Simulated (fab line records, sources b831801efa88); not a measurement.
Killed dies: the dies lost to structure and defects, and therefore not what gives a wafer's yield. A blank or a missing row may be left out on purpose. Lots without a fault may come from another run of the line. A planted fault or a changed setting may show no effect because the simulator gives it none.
Which tool is to blame? | flow sky130 | 24 lots, 72 wafers sampled, at 5 steps of a route of 708

== WHAT EACH GAUGE READ, for each wafer ==
SKY_CONTACT_OVL_MEAS_15.
lot  | measured     | on         | CONTACT_OVL (nm)
L074 | day 31 15:56 | overlay-02 | 4 3 11
L075 | day 32 12:48 | overlay-02 | -4 -5 -4
L076 | day 32 19:17 | overlay-01 | -4 -2 -1
L077 | day 32 21:59 | overlay-01 | 7 1 6
L078 | day 33 05:53 | overlay-02 | 3 4 5
L079 | day 33 15:48 | overlay-01 | 5 1 -3
L080 | day 33 18:59 | overlay-01 | 1 1 -2
L081 | day 34 05:48 | overlay-01 | 6 3 3
L082 | day 34 18:43 | overlay-02 | 6 5 6
L083 | day 34 19:49 | overlay-02 | 2 -1 -2
L084 | day 35 03:28 | overlay-01 | -1 -4 -4
L085 | day 35 13:29 | overlay-02 | 3 10 5
L086 | day 35 20:20 | overlay-02 | -2 3 -5
L087 | day 36 02:06 | overlay-02 | -4 -7 -6
L088 | day 36 09:17 | overlay-02 | 2 5 4
L089 | day 36 21:45 | overlay-01 | 3 0 4
L090 | day 37 01:15 | overlay-01 | -5 3 8
L091 | day 37 06:11 | overlay-01 | 6 1 2
L092 | day 37 11:26 | overlay-01 | 5 6 -2
L093 | day 37 15:03 | overlay-02 | 6 7 8
L094 | day 37 22:53 | overlay-01 | -4 -6 2
L095 | day 38 04:32 | overlay-02 | -11 -8 -2
L096 | day 38 09:42 | overlay-02 | 1 1 -1
L097 | day 38 19:33 | overlay-01 | 1 -1 7

SKY_VIA1_CD_MEAS_12 targets a cd of 150 nm.
lot  | measured     | on        | cd-nm (nm)
L074 | day 34 01:52 | cd-sem-01 | 149.6 150.3 151.0
L075 | day 34 20:55 | cd-sem-02 | 146.7 147.6 147.3
L076 | day 35 02:52 | cd-sem-02 | 148.0 146.0 147.3
L077 | day 35 06:28 | cd-sem-01 | 148.3 150.4 150.8
L078 | day 35 13:55 | cd-sem-02 | 150.1 149.5 150.1
L079 | day 35 23:14 | cd-sem-02 | 151.7 150.4 150.9
L080 | day 36 02:16 | cd-sem-02 | 147.6 148.1 149.0
L081 | day 36 13:47 | cd-sem-02 | 147.0 150.5 150.0
L082 | day 37 01:59 | cd-sem-02 | 150.6 152.2 150.9
L083 | day 37 02:19 | cd-sem-01 | 151.8 152.1 152.6
L084 | day 37 10:31 | cd-sem-02 | 149.6 150.6 149.3
L085 | day 37 19:10 | cd-sem-01 | 150.5 147.4 148.6
L086 | day 38 01:08 | cd-sem-01 | 150.4 149.8 150.0
L087 | day 38 07:38 | cd-sem-01 | 151.1 151.8 151.8
L088 | day 38 14:55 | cd-sem-01 | 148.9 147.0 148.9
L089 | day 39 02:41 | cd-sem-02 | 150.4 149.9 150.4
L090 | day 39 06:04 | cd-sem-01 | 149.6 150.0 150.2
L091 | day 39 11:38 | cd-sem-01 | 152.1 153.6 152.2
L092 | day 39 16:43 | cd-sem-01 | 149.9 149.2 150.0
L093 | day 39 19:23 | cd-sem-01 | 153.0 154.2 151.4
L094 | day 40 03:55 | cd-sem-01 | 154.9 152.9 152.7
L095 | day 40 09:22 | cd-sem-02 | 150.0 151.0 149.8
L096 | day 40 15:58 | cd-sem-01 | 148.1 148.6 149.0
L097 | day 41 01:49 | cd-sem-01 | 151.8 150.5 149.4

== EACH LOT AND THE TOOL THAT RAN IT (in order: tool; ch and the chambers of the sampled wafers; start) ==
lot  | SKY_LOCAL_INTERCONNECT_ETCH_13    | SKY_CONTACT_CMP_04            | SKY_CONTACT_CVD_24
L074 | rie-metal-03 ch 0,1, day 30 11:04 | cmp-01 ch 1,2,3, day 30 12:03 | cvd-w-02 ch 0,1, day 31 16:50
L075 | rie-metal-01 ch 0,1, day 31 08:20 | cmp-02 ch 0,2, day 31 09:18   | cvd-w-02 ch 0,1, day 32 13:38
L076 | rie-metal-03 ch 0,1, day 31 14:02 | cmp-01 ch 0,1,3, day 31 14:57 | cvd-w-01 ch 0,1, day 32 20:07
L077 | rie-metal-04 ch 0,1, day 31 16:56 | cmp-01 ch 1,2, day 31 17:50   | cvd-w-02 ch 0,1, day 32 22:50
L078 | rie-metal-04 ch 0,1, day 32 01:26 | cmp-01 ch 0,1,3, day 32 02:21 | cvd-w-01 ch 0,1, day 33 06:43
L079 | rie-metal-03 ch 0,1, day 32 11:41 | cmp-02 ch 2,3, day 32 12:36   | cvd-w-01 ch 0,1, day 33 16:37
L080 | rie-metal-04 ch 0,1, day 32 14:43 | cmp-01 ch 0,1,2, day 32 15:39 | cvd-w-01 ch 0,1, day 33 19:49
L081 | rie-metal-01 ch 0,1, day 33 01:41 | cmp-01 ch 0,1,2, day 33 02:43 | cvd-w-01 ch 0,1, day 34 06:37
L082 | rie-metal-01 ch 0,1, day 33 14:26 | cmp-02 ch 0,3, day 33 15:21   | cvd-w-02 ch 0, day 34 19:36
L083 | rie-metal-01 ch 0, day 33 15:29   | cmp-02 ch 0,1,2, day 33 16:31 | cvd-w-02 ch 0, day 34 20:39
L084 | rie-metal-03 ch 0,1, day 34 00:04 | cmp-02 ch 0,1,2, day 34 01:07 | cvd-w-01 ch 0,1, day 35 04:18
L085 | rie-metal-03 ch 0,1, day 34 09:46 | cmp-01 ch 0,1,3, day 34 10:43 | cvd-w-01 ch 0,1, day 35 14:19
L086 | rie-metal-03 ch 0,1, day 34 17:22 | cmp-01 ch 0,1,2, day 34 18:33 | cvd-w-01 ch 0,1, day 35 21:14
L087 | rie-metal-03 ch 0,1, day 34 22:10 | cmp-02 ch 2,3, day 34 23:07   | cvd-w-02 ch 0,1, day 36 02:55
L088 | rie-metal-03 ch 0,1, day 35 06:13 | cmp-01 ch 0,1,2, day 35 07:09 | cvd-w-02 ch 0,1, day 36 10:07
L089 | rie-metal-03 ch 0,1, day 35 18:40 | cmp-01 ch 0,1,2, day 35 19:38 | cvd-w-01 ch 0,1, day 36 22:35
L090 | rie-metal-03 ch 0,1, day 35 22:26 | cmp-02 ch 1,2, day 35 23:23   | cvd-w-02 ch 0,1, day 37 02:06
L091 | rie-metal-04 ch 0,1, day 36 03:05 | cmp-01 ch 2,3, day 36 04:00   | cvd-w-01 ch 0,1, day 37 07:03
L092 | rie-metal-01 ch 0,1, day 36 08:25 | cmp-02 ch 0,1,2, day 36 09:23 | cvd-w-01 ch 0,1, day 37 12:20
L093 | rie-metal-04 ch 0, day 36 12:11   | cmp-01 ch 0,2, day 36 13:16   | cvd-w-02 ch 0,1, day 37 15:52
L094 | rie-metal-03 ch 0,1, day 36 19:31 | cmp-02 ch 0,1,2, day 36 20:33 | cvd-w-01 ch 0,1, day 37 23:42
L095 | rie-metal-03 ch 0,1, day 37 02:31 | cmp-02 ch 0,1,3, day 37 03:26 | cvd-w-02 ch 0,1, day 38 05:22
L096 | rie-metal-03 ch 0,1, day 37 06:45 | cmp-01 ch 0,1,3, day 37 07:53 | cvd-w-01 ch 0,1, day 38 10:34
L097 | rie-metal-03 ch 0, day 37 16:25   | cmp-01 ch 0,2,3, day 37 17:35 | cvd-w-02 ch 0,1, day 38 20:23
- SKY_LOCAL_INTERCONNECT_ETCH_13: etches BARC in N2/H2, stops on SiO2, time 45.9 s, target depth 60 nm.
- SKY_CONTACT_CMP_04: polishes SiO2.
- SKY_CONTACT_CVD_24: deposits W, target thk 340 nm, time 102.12 s.

== WHAT THE TOOLS THEMSELVES READ (means of the sampled wafers that have a number; where no wafer has one, the mark that the record gives instead) ==
SKY_LOCAL_INTERCONNECT_ETCH_13.
lot  | tool         | drypump-motor-current-A (A) | oes-product-au (a.u.) | throttle-valve-pct (%)
L074 | rie-metal-03 | 5.4                         | 0.850                 | 13.217
L075 | rie-metal-01 | 5.3                         | 0.852                 | 13.216
L076 | rie-metal-03 | 5.7                         | 0.853                 | 13.227
L077 | rie-metal-04 | 5.2                         | 0.859                 | 13.223
L078 | rie-metal-04 | 5.1                         | 0.856                 | 13.216
L079 | rie-metal-03 | 5.7                         | 0.858                 | 13.227
L080 | rie-metal-04 | 5.4                         | 0.856                 | 13.222
L081 | rie-metal-01 | 5.3                         | 0.852                 | 13.224
L082 | rie-metal-01 | 5.4                         | 0.861                 | 13.228
L083 | rie-metal-01 | 5.4                         | 0.849                 | 13.224
L084 | rie-metal-03 | 5.7                         | 0.852                 | 13.225
L085 | rie-metal-03 | 5.4                         | 0.848                 | 13.222
L086 | rie-metal-03 | 5.7                         | 0.852                 | 13.226
L087 | rie-metal-03 | 5.5                         | 0.852                 | 13.223
L088 | rie-metal-03 | 5.7                         | 0.854                 | 13.226
L089 | rie-metal-03 | 5.5                         | 0.852                 | 13.214
L090 | rie-metal-03 | 5.7                         | 0.856                 | 13.227
L091 | rie-metal-04 | 5.4                         | 0.857                 | 13.219
L092 | rie-metal-01 | 5.3                         | 0.851                 | 13.213
L093 | rie-metal-04 | 5.5                         | 0.855                 | 13.228
L094 | rie-metal-03 | 5.5                         | 0.852                 | 13.225
L095 | rie-metal-03 | 5.5                         | 0.855                 | 13.229
L096 | rie-metal-03 | 5.4                         | 0.854                 | 13.221
L097 | rie-metal-03 | 5.2                         | 0.857                 | 13.218

SKY_CONTACT_CMP_04.
lot  | tool   | motor-current-A (A) | time-to-endpoint-s (s)
L074 | cmp-01 | 12.3                | 79
L075 | cmp-02 | 11.0                | 82
L076 | cmp-01 | 12.6                | 86
L077 | cmp-01 | 12.8                | 85
L078 | cmp-01 | 12.5                | 86
L079 | cmp-02 | 11.7                | 87
L080 | cmp-01 | 12.3                | 83
L081 | cmp-01 | 12.7                | 84
L082 | cmp-02 | 10.7                | 82
L083 | cmp-02 | 11.6                | 81
L084 | cmp-02 | 11.5                | 82
L085 | cmp-01 | 13.0                | 89
L086 | cmp-01 | 12.7                | 80
L087 | cmp-02 | 11.5                | 85
L088 | cmp-01 | 12.8                | 79
L089 | cmp-01 | 12.9                | 81
L090 | cmp-02 | 11.8                | 79
L091 | cmp-01 | 13.0                | 79
L092 | cmp-02 | 11.6                | 81
L093 | cmp-01 | 12.8                | 85
L094 | cmp-02 | 11.3                | 87
L095 | cmp-02 | 11.8                | 82
L096 | cmp-01 | 12.5                | 79
L097 | cmp-01 | 12.3                | 84

SKY_CONTACT_CVD_24.
lot  | tool     | heater-power-w (W) | susceptor-temp-C (C)
L074 | cvd-w-02 | 909                | 399.94
L075 | cvd-w-02 | 901                | 400.08
L076 | cvd-w-01 | 861                | 399.97
L077 | cvd-w-02 | 907                | 400.02
L078 | cvd-w-01 | 849                | 399.90
L079 | cvd-w-01 | 876                | 399.71
L080 | cvd-w-01 | 849                | 400.06
L081 | cvd-w-01 | 861                | 400.24
L082 | cvd-w-02 | 881                | 400.19
L083 | cvd-w-02 | 896                | 400.11
L084 | cvd-w-01 | 861                | 400.08
L085 | cvd-w-01 | 858                | 399.93
L086 | cvd-w-01 | 859                | 399.96
L087 | cvd-w-02 | 918                | 399.89
L088 | cvd-w-02 | 922                | 400.12
L089 | cvd-w-01 | 862                | 399.80
L090 | cvd-w-02 | 956                | 400.23
L091 | cvd-w-01 | 876                | 400.09
L092 | cvd-w-01 | 858                | 399.88
L093 | cvd-w-02 | 945                | 400.14
L094 | cvd-w-01 | 859                | 399.62
L095 | cvd-w-02 | 939                | 399.92
L096 | cvd-w-01 | 875                | 400.19
L097 | cvd-w-02 | 933                | 400.05

== THE ANSWER, worked out from the rows above alone ==
Rule: the lots themselves supply what counts as usual. The widest of any qualifying gaps counts: lots, ordered by their means at a reading, are off when they make up no more than a third of the lots, leave a main group of 4 or more, and stand apart from it by 3 or more times the standard deviation of that group's means. If all means in a main group match to the digits the tables above print for the reading, that group is not used. A lot without any number at a reading at which 4 lots or more have one is off too. All remaining lots with rows at the step are treated as sound. The gauges are gone through in route order, then the tools' own readings, and for those a lot's mean is taken as printed above. At the first step where some lot is off, the reading lying furthest off is the one used; lots without a number count as furthest.
No lot is off at any reading shown: from this, nothing can be told.

== WHAT HAD BEEN PUT IN BY THE SIMULATOR ==
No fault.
